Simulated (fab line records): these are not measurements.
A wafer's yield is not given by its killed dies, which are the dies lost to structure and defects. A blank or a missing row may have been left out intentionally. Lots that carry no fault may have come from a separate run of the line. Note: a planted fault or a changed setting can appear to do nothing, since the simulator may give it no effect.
fab line records    flow sky130
record: lots: 12  wafers: 36  last-day: 49
route steps=708 shown CONTACT@411 METAL1@436 PAD_OPEN@708
lots that met no fault: from a run of the same line without faults
start-h: hours from the record's opening day to when the first of the lot's shown wafers began    wait-h: time in hours since the lot's previous step    " same as the row above    L1.1+2: several wafers, shown together as one row    - no value, or no start given    * or withheld: withheld    < > ~ a bound
route shown NAME@n: NAME is a module with steps in the file, n the number in the route of the first one    usual: mean/standard deviation taken from wafers without a fault    same: alike in all rows    chamber/n: place in a boat    sites: the reading at each site    _std_site: standard deviation across them    _edge_site: mean of outer sites minus mean of inner sites    radius-mm: for every site, how far away it sits from the centre of the wafer    mask NAME#n: copy n    behind: tool/chamber where the wafer was last shaped    hold: the reason the lot was held/the length of the hold in hours/how it ended    device: names the non-switching transistor (n, p or np)    end of line: the route-end tests of the same wafers    where a step has no rows: the recipe by itself    killed: at the first sort, the dies lost to defects and structure; wafer yield is something else    map: the dies of a wafer, with x for killed, . for not killed, _ for no die there
set.NAME: the setting the step ran with; set.NAME@STEP: the setting that earlier step ran with    model.NAME: the simulator's own value behind a step, which no gauge read
steps of the route over a sample of lots; a table a step, a row a wafer
services: when a tool's chamber went out of use (start-h, in hours from the record's first day, below 0 if earlier), for how many hours, and the reason
== steps ==
step: SKY_CONTACT_BOW_MEAS_05
recipe: mode: bow
usual: CONTACT_BOW: 81/6.1
lot.wafer  tool           chamber  start-h  wait-h  CONTACT_BOW[um]
L317.1     film-metro-03  -        696.29   0.2     86
L317.2     "              -        "        "       86
L317.3     "              -        "        "       85
L320.1     film-metro-04  -        751.52   0.2     88
L320.3     "              -        "        "       83
L320.6     "              -        "        "       76
L321.2     film-metro-03  -        751.86   0.2     82
L321.4     "              -        "        "       81
L321.6     "              -        "        "       83
L319.2     film-metro-01  -        752.48   0.1     90
L319.3     "              -        "        "       92
L319.5     "              -        "        "       75
L322.2     film-metro-04  -        752.48   0.2     91
L322.3     "              -        "        "       78
L322.4     "              -        "        "       97
L323.1     film-metro-03  -        757.67   0.2     80
L323.2     "              -        "        "       86
L323.4     "              -        "        "       80
L324.1     film-metro-04  -        763.45   0.2     87
L324.4     "              -        "        "       79
L324.5     "              -        "        "       86
L325.1     film-metro-04  -        764.89   0.2     75
L325.5     "              -        "        "       85
L325.6     "              -        "        "       77
L327.1     film-metro-01  -        786.60   0.1     79
L327.4     "              -        "        "       79
L327.6     "              -        "        "       75
L328.1     film-metro-04  -        799.32   0.2     91
L328.4     "              -        "        "       82
L328.5     "              -        "        "       76
L329.4     film-metro-01  -        812.51   0.3     79
L329.5     "              -        "        "       79
L329.6     "              -        "        "       75
L336.1     film-metro-03  -        859.46   0.1     73
L336.2     "              -        "        "       84
L336.4     "              -        "        "       83
step: SKY_METAL1_SPUTTER_02
recipe: material: AlCu  target-thk-nm: 250  power-w: 10600  time-s: 13.3  chamber-pressure-pa: 0.4
usual: throttle-valve-pct: 30.1/1.1
lot.wafer  tool            chamber  start-h  wait-h  throttle-valve-pct
L317.1     pvd-sputter-02  -        726.35   0.0     29.4
L317.2     "               -        "        "       31.2
L317.3     "               -        "        "       29.6
L320.1     pvd-sputter-04  -        779.06   0.0     31.5
L320.3     "               -        "        "       32.4
L320.6     "               -        "        "       28.5
L321.2     pvd-sputter-02  -        780.18   0.0     28.6
L321.4     "               -        "        "       29.3
L321.6     "               -        "        "       28.7
L319.2     pvd-sputter-02  -        781.03   0.0     29.1
L319.3     "               -        "        "       31.2
L319.5     "               -        "        "       28.5
L322.2     pvd-sputter-01  -        781.11   0.0     30.3
L322.3     "               -        "        "       30.2
L322.4     "               -        "        "       29.9
L323.1     pvd-sputter-02  -        786.32   0.0     29.7
L323.2     "               -        "        "       31.3
L323.4     "               -        "        "       29.3
L324.1     pvd-sputter-02  -        792.12   0.0     29.2
L324.4     "               -        "        "       29.5
L324.5     "               -        "        "       29.5
L325.1     pvd-sputter-02  -        793.01   0.0     31.0
L325.5     "               -        "        "       31.1
L325.6     "               -        "        "       29.4
L327.1     pvd-sputter-04  -        814.72   0.0     31.3
L327.4     "               -        "        "       28.7
L327.6     "               -        "        "       32.1
L328.1     pvd-sputter-02  -        827.44   0.0     29.5
L328.4     "               -        "        "       28.6
L328.5     "               -        "        "       29.7
L329.4     pvd-sputter-02  -        839.82   0.0     29.7
L329.5     "               -        "        "       29.3
L329.6     "               -        "        "       29.5
L336.1     pvd-sputter-04  -        887.07   0.0     32.5
L336.2     "               -        "        "       30.1
L336.4     "               -        "        "       31.5
step: SKY_METAL1_CD_MEAS_15
recipe: target-cd-nm: 140
usual: cd-nm: 139.6/1.4
lot.wafer  tool       chamber  start-h  wait-h  cd-nm
L317.1     cd-sem-02  -        754.06   -       140.2
L317.2     "          -        "        "       140.8
L317.3     "          -        "        "       139.9
L320.1     cd-sem-02  -        805.11   -       140.3
L320.3     "          -        "        "       140.9
L320.6     "          -        "        "       139.9
L321.2     cd-sem-02  -        806.88   -       139.8
L321.4     "          -        "        "       140.6
L321.6     "          -        "        "       139.5
L319.2     cd-sem-02  -        807.83   -       140.4
L319.3     "          -        "        "       141.7
L319.5     "          -        "        "       141.3
L322.2     cd-sem-02  -        808.18   -       141.1
L322.3     "          -        "        "       140.8
L322.4     "          -        "        "       141.2
L323.1     cd-sem-02  -        812.68   -       139.5
L323.2     "          -        "        "       138.4
L323.4     "          -        "        "       138.5
L324.1     cd-sem-01  -        818.43   -       136.0
L324.4     "          -        "        "       137.1
L324.5     "          -        "        "       137.3
L325.1     cd-sem-01  -        819.56   -       140.2
L325.5     "          -        "        "       139.5
L325.6     "          -        "        "       140.0
L327.1     cd-sem-01  -        840.93   -       140.5
L327.4     "          -        "        "       141.4
L327.6     "          -        "        "       141.9
L328.1     cd-sem-01  -        853.63   -       135.0
L328.4     "          -        "        "       139.1
L328.5     "          -        "        "       136.8
L329.4     cd-sem-02  -        866.09   -       140.3
L329.5     "          -        "        "       139.9
L329.6     "          -        "        "       138.6
L336.1     cd-sem-02  -        911.58   -       139.3
L336.2     "          -        "        "       139.7
L336.4     "          -        "        "       138.7
step: SKY_METAL1_METAL_ETCH_19
recipe: target-depth-a: 3600  stop-on: SiO2  over-etch-frac: 0.3  time-s: 78  chemistry: Cl2/BCl3  resist-sidewall-deg: 88  pressure-mtorr: 10  icp-w: 900  bias-w: 48.5  Cl2_flow_sccm: 60  bcl3-flow-sccm: 30
usual: bias-w: 48.51/0.15  drypump-motor-current-A: 5.8/0.53  oes-product-au: 0.855/0.0055  rf-fwd-power-W: 892/3.6  throttle-valve-pct: 22.264/0.0091
lot.wafer  tool          chamber  start-h  wait-h  bias-w  drypump-motor-current-A  oes-product-au  rf-fwd-power-W  rf-hours-counter-h  throttle-valve-pct
L317.1     rie-metal-04  1        754.31   0.0     48.41   5.3                      0.857           891             4                   22.267
L317.2     "             0        "        "       48.51   4.9                      0.849           896             10                  22.263
L317.3     "             1        "        "       48.40   5.3                      0.868           897             -                   22.250
L320.1     rie-metal-04  0        805.36   0.0     48.52   4.9                      0.856           895             12                  22.269
L320.3     "             1        "        "       48.52   5.4                      0.861           895             -                   22.269
L320.6     "             0        "        "       48.58   4.9                      0.849           895             -                   22.272
L321.2     rie-metal-03  0        807.11   0.0     48.32   6.1                      0.861           895             4                   22.253
L321.4     "             0        "        "       48.45   6.1                      0.854           895             -                   22.256
L321.6     "             0        "        "       48.37   6.1                      0.862           892             -                   22.258
L319.2     rie-metal-04  0        808.06   0.0     48.62   4.9                      0.858           893             12                  22.272
L319.3     "             1        "        "       48.69   5.4                      0.851           889             -                   22.260
L319.5     "             1        "        "       48.70   5.4                      0.845           890             -                   22.282
L322.2     rie-metal-03  0        808.41   0.0     48.79   6.1                      0.850           891             4                   22.245
L322.3     "             0        "        "       48.78   6.2                      0.854           893             -                   22.278
L322.4     "             1        "        "       48.50   6.2                      0.851           889             -                   22.258
L323.1     rie-metal-03  0        812.93   0.0     48.64   6.1                      0.854           896             4                   22.280
L323.2     "             1        "        "       48.62   6.2                      0.853           894             12                  22.260
L323.4     "             1        "        "       48.33   6.1                      0.857           892             -                   22.266
L324.1     rie-metal-01  0        818.68   0.0     48.66   6.4                      0.855           893             9                   22.271
L324.4     "             0        "        "       48.46   6.4                      0.851           891             -                   22.268
L324.5     "             0        "        "       48.49   6.4                      0.857           892             -                   22.279
L325.1     rie-metal-04  0        819.81   0.0     48.38   4.9                      0.853           896             12                  22.265
L325.5     "             0        "        "       48.42   4.9                      0.843           893             -                   22.255
L325.6     "             1        "        "       48.67   5.3                      0.845           895             -                   22.272
L327.1     rie-metal-03  0        841.18   0.0     48.57   6.1                      0.856           891             5                   22.259
L327.4     "             0        "        "       48.42   6.1                      0.856           897             -                   22.272
L327.6     "             0        "        "       48.59   6.1                      0.861           895             -                   22.269
L328.1     rie-metal-01  0        853.88   0.0     48.59   6.4                      0.863           899             10                  22.270
L328.4     "             0        "        "       48.43   6.4                      0.863           893             -                   22.281
L328.5     "             1        "        "       48.27   6.3                      0.853           883             -                   22.283
L329.4     rie-metal-01  1        866.31   0.1     48.49   6.2                      0.859           885             -                   22.256
L329.5     "             0        "        "       48.47   6.4                      0.849           896             -                   22.244
L329.6     "             1        "        "       48.49   6.2                      0.853           887             -                   22.265
L336.1     rie-metal-04  0        911.83   0.0     46.55   4.9                      0.860           891             16                  22.275
L336.2     "             1        "        "       48.24   5.3                      0.861           889             10                  22.264
L336.4     "             1        "        "       48.26   5.4                      0.856           895             -                   22.258
step: SKY_PAD_OPEN_PROBE_99
usual: defect-limited-yield: 82.7/2.1  killed_at_M0_to_M3: 43/7.2  killed_at_M4_up: 3.3/1.8  killed-at-contacts: 23/5.5  killed-at-front-end: 16/5.1  killed-at-other: 0.4/0.65  killed-dies: 85/10  killed-open: 46/7.1  killed-short: 38/7.2  sort_bin_3_pad_short: 0.9/0.41  sort_bin_5_function: 10.2/1.5  sort_bin_6_memory: 6.2/1.1  sort-n-pass: 407/10  sort-yield-pct: 82.7/2.1
same: gross-dies: 492  killed-at-back-side: 0  sort_bin_4_leakage[%]: 0  sort_bin_8_speed[%]: 0
lot.wafer  tool       chamber  start-h  wait-h  defect-limited-yield[%]  killed_at_M0_to_M3  killed_at_M4_up  killed-at-contacts  killed-at-front-end  killed-at-other  killed-dies  killed-open  killed-short  sort_bin_3_pad_short[%]  sort_bin_5_function[%]  sort_bin_6_memory[%]  sort-n-pass  sort-yield-pct[%]
L317.1     prober-02  -        1068.58  0.1     82.1                     41                  1                27                  19                   0                88           48           40            1.2                      9.3                     7.3                   404          82.1
L317.2     prober-02  -        1068.63  0.1     87.2                     28                  3                23                  9                    0                63           35           28            0.8                      7.3                     4.7                   429          87.2
L317.3     prober-02  -        1068.68  0.2     83.7                     39                  2                19                  20                   0                80           43           37            0.4                      9.8                     6.1                   412          83.7
L320.1     prober-02  -        1105.82  0.1     80.9                     59                  1                20                  13                   1                94           50           42            1.2                      10.6                    7.3                   398          80.9
L320.3     prober-02  -        1105.92  0.2     81.3                     50                  2                21                  18                   1                92           51           41            1.2                      10.8                    6.7                   400          81.3
L320.6     prober-02  -        1106.07  0.2     82.7                     50                  2                20                  13                   0                85           46           37            0.4                      9.3                     7.5                   407          82.7
L321.2     prober-01  -        1107.80  0.1     84.6                     42                  2                13                  17                   2                76           41           34            0.4                      11.0                    4.1                   416          84.6
L321.4     prober-01  -        1107.90  0.2     82.7                     47                  6                19                  13                   0                85           50           35            0.4                      11.0                    5.9                   407          82.7
L321.6     prober-01  -        1108.00  0.2     82.1                     44                  3                18                  22                   1                88           44           43            1.8                      10.6                    5.5                   404          82.1
L319.2     prober-02  -        1108.16  0.1     76.8                     48                  8                41                  17                   0                114          59           55            1.0                      14.6                    7.5                   378          76.8
L319.3     prober-02  -        1108.21  0.2     83.7                     35                  4                28                  13                   0                80           45           35            0.8                      8.3                     7.1                   412          83.7
L319.5     prober-02  -        1108.31  0.2     83.9                     36                  4                24                  15                   0                79           45           34            1.4                      9.3                     5.3                   413          83.9
L322.2     prober-01  -        1109.77  0.1     87.0                     33                  4                17                  10                   0                64           28           36            1.0                      7.1                     4.9                   428          87.0
L322.3     prober-01  -        1109.82  0.2     83.1                     50                  3                16                  13                   1                83           46           36            0.8                      10.0                    6.1                   409          83.1
L322.4     prober-01  -        1109.87  0.2     79.3                     51                  4                26                  21                   0                102          48           54            1.4                      12.0                    7.3                   390          79.3
L323.1     prober-01  -        1111.57  0.1     83.3                     41                  1                20                  20                   0                82           43           38            1.0                      9.1                     6.5                   410          83.3
L323.2     prober-01  -        1111.62  0.1     79.7                     56                  2                23                  19                   0                100          52           48            1.0                      12.6                    6.7                   392          79.7
L323.4     prober-01  -        1111.72  0.2     79.5                     43                  2                25                  31                   0                101          66           34            0.8                      13.0                    6.7                   391          79.5
L324.1     prober-02  -        1117.88  0.1     86.4                     32                  3                19                  13                   0                67           41           26            0.4                      7.9                     5.3                   425          86.4
L324.4     prober-02  -        1118.03  0.2     85.4                     41                  1                11                  19                   0                72           44           28            0.2                      8.5                     5.9                   420          85.4
L324.5     prober-02  -        1118.08  0.2     82.7                     59                  0                18                  8                    0                85           46           39            0.8                      10.0                    6.5                   407          82.7
L325.1     prober-01  -        1118.33  0.1     80.3                     48                  3                22                  22                   2                97           52           45            1.2                      12.6                    5.9                   395          80.3
L325.5     prober-01  -        1118.53  0.2     84.6                     41                  4                17                  14                   0                76           45           30            0.8                      8.3                     6.3                   416          84.6
L325.6     prober-01  -        1118.58  0.2     83.7                     48                  3                19                  10                   0                80           39           41            0.8                      11.0                    4.5                   412          83.7
L327.1     prober-01  -        1135.59  0.1     86.6                     38                  3                21                  4                    0                66           40           26            0.6                      7.7                     5.1                   426          86.6
L327.4     prober-01  -        1135.74  0.2     84.6                     36                  2                30                  8                    0                76           44           31            0.8                      8.7                     5.9                   416          84.6
L327.6     prober-01  -        1135.84  0.2     83.5                     42                  4                22                  12                   1                81           45           36            0.6                      10.0                    5.9                   411          83.5
L328.1     prober-02  -        1142.81  0.1     83.7                     44                  2                20                  13                   1                80           43           37            1.2                      7.1                     7.9                   412          83.7
L328.4     prober-02  -        1142.96  0.2     82.9                     44                  5                20                  14                   1                84           37           47            1.4                      9.6                     6.1                   408          82.9
L328.5     prober-02  -        1143.01  0.2     86.0                     35                  1                16                  16                   1                69           43           26            1.0                      7.7                     5.3                   423          86.0
L329.4     prober-01  -        1150.52  0.2     83.9                     42                  3                20                  13                   1                79           31           48            1.6                      8.3                     6.1                   413          83.9
L329.5     prober-01  -        1150.57  0.2     80.7                     42                  3                24                  25                   1                95           51           43            1.2                      12.0                    6.1                   397          80.7
L329.6     prober-01  -        1150.62  0.2     81.5                     48                  1                27                  15                   0                91           47           43            0.6                      10.2                    7.7                   401          81.5
L336.1     prober-02  -        1183.05  0.1     81.9                     51                  1                23                  14                   0                89           56           33            0.2                      11.0                    6.9                   403          81.9
L336.2     prober-02  -        1183.10  0.1     82.7                     41                  6                19                  19                   0                85           51           33            1.2                      9.1                     6.9                   407          82.7
L336.4     prober-02  -        1183.20  0.2     85.4                     43                  3                15                  11                   0                72           35           35            0.4                      7.9                     6.3                   420          85.4
killed by level:class
L317.1 CONTACT:geometric-particle:open=15 METAL2:geometric-particle:short=8 LI_CONTACT:geometric-particle:open=7 FIELD_ISO:geometric-particle:short=5 POLY_GATE:geometric-particle:short=5 VIA1:geometric-particle:open=5 VIA2:geometric-particle:open=5 VIA3:geometric-particle:open=5
L317.2 CONTACT:geometric-particle:open=9 VIA3:geometric-particle:open=8 CONTACT:geometric-particle:short=5 LI_CONTACT:geometric-particle:short=4 VIA1:geometric-particle:open=4 POLY_GATE:geometric-particle:open=3 LOCAL_INTERCONNECT:geometric-particle:short=3 METAL1:geometric-particle:short=3
L317.3 VIA1:geometric-particle:open=11 FIELD_ISO:geometric-particle:open=8 CONTACT:geometric-particle:short=8 VIA2:geometric-particle:open=8 FIELD_ISO:geometric-particle:short=6 VIA3:geometric-particle:open=6 LI_CONTACT:geometric-particle:open=4 VIA2:geometric-particle:short=4
L320.1 VIA2:geometric-particle:open=13 VIA1:geometric-particle:short=10 VIA1:geometric-particle:open=9 LI_CONTACT:geometric-particle:open=7 METAL2:geometric-particle:short=6 VIA3:geometric-particle:open=6 POLY_GATE:geometric-particle:open=4 LOCAL_INTERCONNECT:geometric-particle:short=4
L320.3 VIA2:geometric-particle:open=10 VIA1:geometric-particle:open=9 METAL2:geometric-particle:short=9 METAL1:geometric-particle:short=6 LI_CONTACT:geometric-particle:open=6 FIELD_ISO:geometric-particle:open=5 POLY_GATE:geometric-particle:open=5 LI_CONTACT:geometric-particle:short=5
L320.6 VIA1:geometric-particle:open=10 VIA2:geometric-particle:open=10 CONTACT:geometric-particle:open=8 METAL1:geometric-particle:short=6 VIA1:geometric-particle:short=5 METAL2:geometric-particle:short=5 LI_CONTACT:geometric-particle:open=4 CONTACT:geometric-particle:short=4
L321.2 VIA1:geometric-particle:open=9 VIA3:geometric-particle:open=7 POLY_GATE:geometric-particle:short=5 CONTACT:geometric-particle:short=5 CONTACT:geometric-particle:open=5 METAL2:geometric-particle:short=5 POLY_GATE:geometric-particle:open=4 VIA2:geometric-particle:open=4
L321.4 VIA2:geometric-particle:open=13 VIA1:geometric-particle:open=12 CONTACT:geometric-particle:open=10 VIA1:geometric-particle:short=6 FIELD_ISO:geometric-particle:open=4 METAL4:geometric-particle:short=4 FIELD_ISO:geometric-particle:short=3 POLY_GATE:geometric-particle:short=3
L321.6 VIA1:geometric-particle:open=12 CONTACT:geometric-particle:open=8 VIA2:geometric-particle:open=8 FIELD_ISO:geometric-particle:short=7 METAL1:geometric-particle:short=6 POLY_GATE:geometric-particle:short=5 CONTACT:geometric-particle:short=5 SPACER:geometric-particle:open=4
L319.2 CONTACT:geometric-particle:open=14 LI_CONTACT:geometric-particle:open=12 CONTACT:geometric-particle:short=10 METAL1:geometric-particle:short=9 VIA1:geometric-particle:open=8 VIA2:geometric-particle:open=7 METAL2:geometric-particle:short=6 METAL4:geometric-particle:short=6
L319.3 CONTACT:geometric-particle:open=12 VIA1:geometric-particle:open=10 POLY_GATE:geometric-particle:short=6 LI_CONTACT:geometric-particle:open=6 VIA3:geometric-particle:open=6 VIA2:geometric-particle:open=5 LOCAL_INTERCONNECT:geometric-particle:short=4 CONTACT:geometric-particle:short=4
L319.5 CONTACT:geometric-particle:open=9 LI_CONTACT:geometric-particle:open=8 VIA2:geometric-particle:open=6 METAL2:geometric-particle:short=5 VIA3:geometric-particle:open=5 FIELD_ISO:geometric-particle:short=4 FIELD_ISO:geometric-particle:open=4 METAL1:geometric-particle:short=4
L322.2 CONTACT:geometric-particle:open=7 VIA3:geometric-particle:short=7 VIA1:geometric-particle:short=6 LI_CONTACT:geometric-particle:open=6 METAL1:geometric-particle:short=6 SPACER:geometric-particle:short=4 VIA3:geometric-particle:open=4 METAL4:geometric-particle:short=4
L322.3 VIA1:geometric-particle:open=11 METAL1:geometric-particle:short=9 VIA2:geometric-particle:open=7 CONTACT:geometric-particle:open=6 POLY_GATE:geometric-particle:open=5 VIA3:geometric-particle:open=5 LI_CONTACT:geometric-particle:open=4 VIA3:geometric-particle:short=4
L322.4 METAL2:geometric-particle:short=11 CONTACT:geometric-particle:open=9 POLY_GATE:geometric-particle:short=8 VIA1:geometric-particle:open=8 LI_CONTACT:geometric-particle:open=7 VIA3:geometric-particle:open=7 FIELD_ISO:geometric-particle:short=5 METAL1:geometric-particle:short=5
L323.1 VIA1:geometric-particle:open=10 CONTACT:geometric-particle:open=7 VIA1:geometric-particle:short=7 FIELD_ISO:geometric-particle:open=5 POLY_GATE:geometric-particle:short=5 LI_CONTACT:geometric-particle:open=5 LOCAL_INTERCONNECT:geometric-particle:short=5 VIA3:geometric-particle:open=5
L323.2 VIA1:geometric-particle:open=10 METAL2:geometric-particle:short=10 CONTACT:geometric-particle:open=9 VIA3:geometric-particle:open=9 VIA2:geometric-particle:short=8 LOCAL_INTERCONNECT:geometric-particle:short=6 VIA2:geometric-particle:open=6 LI_CONTACT:geometric-particle:open=5
L323.4 VIA1:geometric-particle:open=11 VIA2:geometric-particle:open=10 CONTACT:geometric-particle:open=10 FIELD_ISO:geometric-particle:open=9 VIA3:geometric-particle:open=9 FIELD_ISO:geometric-particle:short=7 LI_CONTACT:geometric-particle:open=6 POLY_GATE:geometric-particle:open=6
L324.1 VIA1:geometric-particle:open=10 CONTACT:geometric-particle:open=8 VIA3:geometric-particle:open=6 VIA1:geometric-particle:short=5 LI_CONTACT:geometric-particle:open=4 VIA2:geometric-particle:open=4 FIELD_ISO:geometric-particle:open=3 CONTACT:geometric-particle:short=3
L324.4 VIA1:geometric-particle:open=9 METAL1:geometric-particle:short=7 VIA3:geometric-particle:open=7 FIELD_ISO:geometric-particle:short=6 FIELD_ISO:geometric-particle:open=5 VIA2:geometric-particle:open=5 POLY_GATE:geometric-particle:open=4 METAL3:geometric-particle:open=3
L324.5 VIA1:geometric-particle:open=12 VIA2:geometric-particle:open=11 METAL2:geometric-particle:short=8 VIA1:geometric-particle:short=8 VIA3:geometric-particle:open=8 CONTACT:geometric-particle:open=7 FIELD_ISO:geometric-particle:open=3 LI_CONTACT:geometric-particle:short=3
L325.1 CONTACT:geometric-particle:open=10 VIA1:geometric-particle:open=9 VIA2:geometric-particle:open=9 FIELD_ISO:geometric-particle:open=6 FIELD_ISO:geometric-particle:short=6 LI_CONTACT:geometric-particle:open=5 METAL2:geometric-particle:short=5 VIA3:geometric-particle:short=5
L325.5 VIA1:geometric-particle:open=7 CONTACT:geometric-particle:open=6 VIA2:geometric-particle:open=6 VIA1:geometric-particle:short=5 LI_CONTACT:geometric-particle:open=5 METAL2:geometric-particle:short=5 VIA3:geometric-particle:open=5 METAL2:geometric-particle:open=4
L325.6 VIA1:geometric-particle:open=11 METAL2:geometric-particle:short=10 CONTACT:geometric-particle:open=9 METAL1:geometric-particle:short=7 VIA3:geometric-particle:open=5 POLY_GATE:geometric-particle:open=4 LOCAL_INTERCONNECT:geometric-particle:short=3 CONTACT:geometric-particle:short=3
L327.1 VIA1:geometric-particle:open=13 LI_CONTACT:geometric-particle:open=9 METAL1:geometric-particle:short=7 CONTACT:geometric-particle:open=6 METAL2:geometric-particle:short=4 VIA3:geometric-particle:open=4 CONTACT:geometric-particle:short=3 VIA1:geometric-particle:short=3
L327.4 CONTACT:geometric-particle:open=14 VIA1:geometric-particle:open=11 LI_CONTACT:geometric-particle:open=7 METAL2:geometric-particle:short=5 LI_CONTACT:geometric-particle:short=4 VIA1:geometric-particle:short=4 VIA2:geometric-particle:short=4 VIA3:geometric-particle:open=4
L327.6 CONTACT:geometric-particle:open=11 VIA1:geometric-particle:open=10 VIA3:geometric-particle:open=8 VIA1:geometric-particle:short=6 METAL1:geometric-particle:short=5 METAL3:geometric-particle:short=5 FIELD_ISO:geometric-particle:open=4 POLY_GATE:geometric-particle:open=4
L328.1 VIA1:geometric-particle:open=11 VIA3:geometric-particle:open=8 LI_CONTACT:geometric-particle:open=6 METAL2:geometric-particle:short=6 CONTACT:geometric-particle:open=5 VIA2:geometric-particle:short=5 LOCAL_INTERCONNECT:geometric-particle:short=4 FIELD_ISO:geometric-particle:short=3
L328.4 VIA1:geometric-particle:open=10 METAL2:geometric-particle:short=10 CONTACT:geometric-particle:short=7 FIELD_ISO:geometric-particle:open=5 CONTACT:geometric-particle:open=5 LOCAL_INTERCONNECT:geometric-particle:short=4 VIA1:geometric-particle:short=4 VIA2:geometric-particle:open=4
L328.5 VIA1:geometric-particle:open=11 POLY_GATE:geometric-particle:open=6 VIA2:geometric-particle:open=5 LI_CONTACT:geometric-particle:short=4 LI_CONTACT:geometric-particle:open=4 VIA3:geometric-particle:open=4 LOCAL_INTERCONNECT:geometric-particle:short=3 CONTACT:geometric-particle:open=3
L329.4 METAL2:geometric-particle:short=10 LOCAL_INTERCONNECT:geometric-particle:short=7 VIA1:geometric-particle:open=7 LI_CONTACT:geometric-particle:open=5 CONTACT:geometric-particle:open=5 VIA2:geometric-particle:short=5 METAL1:geometric-particle:short=4 VIA2:geometric-particle:open=4
L329.5 CONTACT:geometric-particle:open=11 VIA1:geometric-particle:open=10 FIELD_ISO:geometric-particle:short=9 VIA3:geometric-particle:open=6 METAL1:geometric-particle:short=6 POLY_GATE:geometric-particle:open=5 LOCAL_INTERCONNECT:geometric-particle:short=5 VIA3:geometric-particle:short=5
L329.6 LI_CONTACT:geometric-particle:open=8 VIA2:geometric-particle:open=8 FIELD_ISO:geometric-particle:open=7 CONTACT:geometric-particle:short=7 METAL1:geometric-particle:short=7 VIA1:geometric-particle:open=6 FIELD_ISO:geometric-particle:short=5 CONTACT:geometric-particle:open=5
L336.1 VIA1:geometric-particle:open=13 CONTACT:geometric-particle:open=11 VIA3:geometric-particle:open=11 LI_CONTACT:geometric-particle:open=6 METAL1:geometric-particle:short=6 VIA2:geometric-particle:open=6 METAL2:geometric-particle:short=5 VIA2:geometric-particle:short=4
L336.2 VIA1:geometric-particle:open=11 CONTACT:geometric-particle:open=8 VIA3:geometric-particle:open=7 LI_CONTACT:geometric-particle:open=6 FIELD_ISO:geometric-particle:open=5 METAL4:geometric-particle:short=5 METAL3:geometric-particle:short=5 SPACER:geometric-particle:short=4
L336.4 VIA2:geometric-particle:open=10 METAL2:geometric-particle:short=8 VIA1:geometric-particle:open=7 CONTACT:geometric-particle:open=6 FIELD_ISO:geometric-particle:open=4 LOCAL_INTERCONNECT:geometric-particle:short=4 METAL1:geometric-particle:short=4 POLY_GATE:geometric-particle:short=3
== services ==
tool            chamber  start-h  hours  kind
pvd-sputter-02  -        728.96   2.8    repair
rie-metal-03    1        778.97   1.2    repair
pvd-sputter-02  -        802.27   2.4    repair
rie-metal-04    -        832.26   0.5    repair
pvd-sputter-01  -        844.08   1.8    repair
pvd-sputter-04  -        849.94   0.6    repair
rie-metal-03    0        871.79   5.1    repair
pvd-sputter-02  -        874.80   1.0    repair
== key ==
first-sign: step: SKY_METAL1_METAL_ETCH_19  reading: bias-w  direction: down  sigmas: 13  usual: 48.51  struck: 46.55
effect none on later readings
met-at SKY_METAL1_METAL_ETCH_19
struck-lots L336
struck-wafers L336.1
not-acting-at SKY_CONTACT_BOW_MEAS_05,SKY_METAL1_SPUTTER_02,SKY_METAL1_CD_MEAS_15
onset-between 819.81 911.83
fault: kind: process-parameter-drift  tool: rie-metal-04  chamber: 0  onset-h: 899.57  steps: SKY_METAL1_METAL_ETCH_19  channel: bias-w  offset: -1.8012  shape: step  end-h: 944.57  acts-in: these-recipes-only  stated: 48.5
